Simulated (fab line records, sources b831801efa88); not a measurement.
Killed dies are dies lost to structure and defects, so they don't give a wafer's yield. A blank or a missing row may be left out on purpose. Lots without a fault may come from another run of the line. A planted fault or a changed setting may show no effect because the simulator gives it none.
Which tool did it? | flow sky130 | 12 lots, 36 wafers sampled, at 5 steps of a route of 708

WHAT THE GAUGES READ, wafer by wafer
SKY_FIELD_ISO_CD_MEAS_13: target cd 150 nm. Usual: cd_nm 149.9 nm, standard deviation 1.3.
lot  | measured    | on        | cd_nm (nm)        | flag
L231 | day 2 09:49 | cd_sem-02 | 150.0 148.5 148.0 |
L232 | day 2 14:04 | cd_sem-01 | 150.8 151.5 150.2 |
L234 | day 3 08:37 | cd_sem-02 | 149.6 147.6 149.6 |
L235 | day 3 09:02 | cd_sem-02 | 150.2 148.3 150.0 |
L236 | day 3 18:37 | cd_sem-02 | 148.7 149.2 149.3 |
L237 | day 3 18:43 | cd_sem-01 | 151.5 150.8 150.1 |
L240 | day 4 08:36 | cd_sem-02 | 149.3 148.6 149.2 |
L242 | day 4 19:16 | cd_sem-01 | 149.7 149.4 151.7 |
L250 | day 6 13:06 | cd_sem-01 | 150.9 150.8 150.6 |
L251 | day 6 21:21 | cd_sem-02 | 152.3 153.4 151.7 |
L252 | day 7 00:02 | cd_sem-01 | 149.8 148.2 148.8 |
L253 | day 7 05:44 | cd_sem-02 | 148.4 149.9 149.0 |

SKY_DNWELL_TW_MEAS_09. Usual: DNWELL_TW 1113, standard deviation 11.
lot  | measured    | on            | DNWELL_TW      | flag
L231 | day 3 20:32 | film_metro-02 | 1105 1104 1102 |
L232 | day 4 04:25 | film_metro-02 | 1108 1103 1103 |
L234 | day 4 10:17 | film_metro-02 | 1102 1098 1101 |
L235 | day 4 11:20 | film_metro-02 | 1103 1098 1101 |
L236 | day 4 19:12 | film_metro-02 | 1110 1102 1111 |
L237 | day 4 19:32 | film_metro-02 | 1108 1097 1108 |
L240 | day 5 12:15 | film_metro-04 | 1117 1109 1116 |
L242 | day 5 20:11 | film_metro-03 | 1126 1127 1130 |
L250 | day 7 18:24 | film_metro-03 | 1124 1119 1119 |
L251 | day 8 02:24 | film_metro-02 | 1102 1101 1099 |
L252 | day 8 03:39 | film_metro-04 | 1113 1113 1116 |
L253 | day 8 10:37 | film_metro-03 | 1119 1119 1117 |

SKY_NWELL_OVL_MEAS_10. Usual: NWELL_00_OVL -1.7 nm, standard deviation 1.6.
lot  | measured     | on         | NWELL_00_OVL (nm) | flag
L231 | day 5 07:38  | overlay-02 | -2.2 -0.7 -3.9    |
L232 | day 5 15:11  | overlay-02 | -2.2 -2.2 -2.6    |
L234 | day 5 21:07  | overlay-01 | -1.9 -2.8 -1.8    |
L235 | day 5 22:29  | overlay-02 | -3.0 -0.4 -0.5    |
L236 | day 6 07:53  | overlay-01 | 0.3 -1.1 -0.9     |
L237 | day 6 08:34  | overlay-02 | -1.8 -0.5 -1.4    |
L240 | day 7 02:22  | overlay-02 | -3.3 -2.1 -3.3    |
L242 | day 7 11:13  | overlay-02 | -2.0 -2.3 -4.4    |
L250 | day 9 11:49  | overlay-01 | -2.0 -1.5 1.0     |
L251 | day 9 20:43  | overlay-01 | 0.7 0.5 0.3       |
L252 | day 9 22:15  | overlay-02 | -1.3 -2.4 -2.8    |
L253 | day 10 05:40 | overlay-02 | -2.0 -1.8 -1.8    |

SKY_POLY_GATE_THK_MEAS_01. Usual: POLY_GATE_CVD_00_THK 179.9 nm, standard deviation 1.6.
lot  | measured     | on            | POLY_GATE_CVD_00_THK (nm)     | flag
L231 | day 15 02:49 | film_metro-03 | 176.7 177.7 178.4             |
L232 | day 15 13:23 | film_metro-02 | 178.2 179.8 179.2             |
L234 | day 15 20:08 | film_metro-02 | 181.0 181.2 179.7             |
L235 | day 15 21:39 | film_metro-02 | 177.4 178.7 177.1             |
L236 | day 16 12:12 | film_metro-01 | 182.3 184.2 182.2             |
L237 | day 16 15:53 | film_metro-03 | 181.5 180.3 181.9             |
L240 | day 17 14:43 | film_metro-01 | 91.2 90.4 90.0 91.1 90.4 89.9 | OFF
L242 | day 18 04:19 | film_metro-03 | 90.2 90.4 90.3 90.2 90.4 90.3 | OFF
L250 | day 21 03:28 | film_metro-01 | 177.9 178.4 178.6             |
L251 | day 21 21:24 | film_metro-02 | 179.0 177.1 178.9             |
L252 | day 21 22:37 | film_metro-01 | 179.1 181.0 179.8             |
L253 | day 22 04:55 | film_metro-01 | 180.7 179.6 178.2             |

WHICH TOOL RAN EACH LOT (tool, then ch and the chambers of the sampled wafers, then the start)
lot  | SKY_POLY_GATE_CVD_00
L231 | lpcvd-01 ch 1, day 15 01:36
L232 | lpcvd-01 ch 0, day 15 12:10
L234 | lpcvd-01 ch 1, day 15 18:55
L235 | lpcvd-01 ch 1, day 15 20:27
L236 | lpcvd-01 ch 1, day 16 10:59
L237 | lpcvd-01 ch 0, day 16 14:41
L240 | lpcvd-01 ch 0, day 17 13:30
L242 | lpcvd-01 ch 0, day 18 03:07
L250 | lpcvd-01 ch 0, day 21 02:15
L251 | lpcvd-01 ch 0, day 21 20:11
L252 | lpcvd-01 ch 1, day 21 21:23
L253 | lpcvd-01 ch 1, day 22 03:43
- SKY_POLY_GATE_CVD_00: deposits poly-Si, target thk 180 nm, time 720 s.

WHAT THE TOOLS THEMSELVES READ (means of the sampled wafers that have a number; where no wafer has one, the mark that the record gives instead)
SKY_POLY_GATE_CVD_00. Usual: spike_tc_bottom_C 642.3 C, standard deviation 1.3; spike_tc_centre_C 620.8 C, standard deviation 1.4; spike_tc_lower_C 620.4 C, standard deviation 1.2; spike_tc_top_C 640.4 C, standard deviation 1.8; spike_tc_upper_C 621.1 C, standard deviation 0.97; susceptor_temp_C 619.95 C, standard deviation 0.28; zone_power_lower_pct 9.2 %, standard deviation 1.2; zone_power_upper_pct 8.98 %, standard deviation 0.088.
lot  | tool     | spike_tc_bottom_C (C) | spike_tc_centre_C (C) | spike_tc_lower_C (C) | spike_tc_top_C (C) | spike_tc_upper_C (C) | susceptor_temp_C (C) | zone_power_lower_pct (%) | zone_power_upper_pct (%) | flag
L231 | lpcvd-01 | 642.3                 | 621.2                 | 621.2                | 638.4              | 621.7                | 620.03               | 10.1                     | 8.96                     |
L232 | lpcvd-01 | 641.4                 | 619.8                 | 621.2                | 641.9              | 620.8                | 619.80               | 7.8                      | 8.97                     |
L234 | lpcvd-01 | 643.1                 | 621.5                 | 620.3                | 638.1              | 620.6                | 619.85               | 10.1                     | 8.91                     |
L235 | lpcvd-01 | 643.0                 | 621.6                 | 621.3                | 638.6              | 621.9                | 620.12               | 10.2                     | 8.85                     |
L236 | lpcvd-01 | 642.9                 | 622.3                 | 619.5                | 639.4              | 621.4                | 619.76               | 10.2                     | 8.95                     |
L237 | lpcvd-01 | 641.0                 | 618.9                 | 622.0                | 641.6              | 621.3                | 619.78               | 7.8                      | 8.97                     |
L240 | lpcvd-01 | 613.1                 | 590.1                 | 591.1                | 614.3              | 592.6                | 591.21               | 7.2                      | 8.28                     | OFF
L242 | lpcvd-01 | 612.8                 | 591.8                 | 591.4                | 614.3              | 591.9                | 591.18               | 7.2                      | 8.31                     | OFF
L250 | lpcvd-01 | 640.7                 | 619.6                 | 621.7                | 641.9              | 620.8                | 619.49               | 7.9                      | 8.91                     |
L251 | lpcvd-01 | 640.5                 | 620.1                 | 619.9                | 642.2              | 621.2                | 619.95               | 7.8                      | 9.05                     |
L252 | lpcvd-01 | 642.3                 | 622.2                 | 620.3                | 638.3              | 621.6                | 619.90               | 10.2                     | 8.97                     |
L253 | lpcvd-01 | 643.7                 | 622.3                 | 620.2                | 638.9              | 621.0                | 620.02               | 10.3                     | 9.05                     |

THE ANSWER, worked out from the rows above alone
Rule: a lot is off if the mean of its wafers that have a number lies more than 3 standard deviations from the usual mean. A lot without any number at a reading at which 4 lots or more have one is off too. The other lots that the step has rows for count as sound. The gauges are gone through in route order, then the tools' own readings, and for those a lot's mean is taken as printed above. The first step at which some lot is off is used, and at that step the reading that is off furthest; a lot without a number counts as furthest.
Off: L240, L242, at SKY_POLY_GATE_THK_MEAS_01 (POLY_GATE_CVD_00_THK).
A tool fits if, at a process step before that reading, it ran every lot that is off, and no sound lot after the first of them. The gauges at SKY_POLY_GATE_THK_MEAS_01 aren't tried: what is off there is off at SKY_POLY_GATE_CVD_00 too, on other tools, and a gauge's error can't cause that. None of those tried fits.

WHAT THE SIMULATOR HAD PUT IN
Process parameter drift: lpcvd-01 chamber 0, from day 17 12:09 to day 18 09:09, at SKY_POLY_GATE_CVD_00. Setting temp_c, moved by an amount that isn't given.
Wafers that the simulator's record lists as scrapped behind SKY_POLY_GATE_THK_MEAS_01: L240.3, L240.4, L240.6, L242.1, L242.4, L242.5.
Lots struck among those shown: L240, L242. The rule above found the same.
